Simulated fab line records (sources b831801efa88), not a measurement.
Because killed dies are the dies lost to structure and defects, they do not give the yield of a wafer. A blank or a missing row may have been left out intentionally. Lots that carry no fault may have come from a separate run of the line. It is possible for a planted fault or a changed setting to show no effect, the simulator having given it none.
One fault through the eyes of 2 desks    flow gf180mcu    what lay behind the numbers comes last; until then each desk has only its own

AT THE TOOL OWNER'S DESK: pvdSputter-01
The tool's own readings at GF_M1_SPUTTER_01 (material TiN, target thk 30 nm, time 25 s): means of the sampled wafers that have a number, for each lot that ran on this tool. Any lot whose mean is over 4 standard deviations away from the usual mean is out of limits and marked OUT; that distance is given in the brackets.
Columns: A = throttleValvePct at GF_M1_SPUTTER_01, usual 30.4 %
lot   first seen here  A
L151  day 17 01:24     32.0
L159  day 19 16:20     31.6
L160  day 20 01:13     31.9
This desk's finding: nothing out of limits on any of the 3 lots.

METROLOGY DESK
Means of the sampled wafers that have a number, per lot and without regard to the tool the lot ran on: this is what the gauges read. Any lot whose mean is over 4 standard deviations away from the usual mean is out of limits and marked OUT; that distance is given in the brackets.
Columns: A = CONTACT_W_RS at GF_CONTACT_RS_MEAS_25, usual 0.384 ohm/sq; B = CONTACT_W_THK at GF_CONTACT_THK_MEAS_26, usual 296 nm
lot   first seen here  A      B
L151  day 17 00:50     0.376  301
L159  day 19 15:46     0.387  293
L160  day 20 00:38     0.380  301
L166  day 23 00:28     0.388  292
L169  day 24 06:09     0.384  296
L172  day 24 18:45     0.386  295
This desk's finding: nothing out of limits on any of the 6 lots.

PUT TOGETHER
Nothing out of limits was seen by the tool owner's desk.
From the metrology desk's view, nothing was out of limits.

WHAT THE SIMULATOR HAD PUT IN
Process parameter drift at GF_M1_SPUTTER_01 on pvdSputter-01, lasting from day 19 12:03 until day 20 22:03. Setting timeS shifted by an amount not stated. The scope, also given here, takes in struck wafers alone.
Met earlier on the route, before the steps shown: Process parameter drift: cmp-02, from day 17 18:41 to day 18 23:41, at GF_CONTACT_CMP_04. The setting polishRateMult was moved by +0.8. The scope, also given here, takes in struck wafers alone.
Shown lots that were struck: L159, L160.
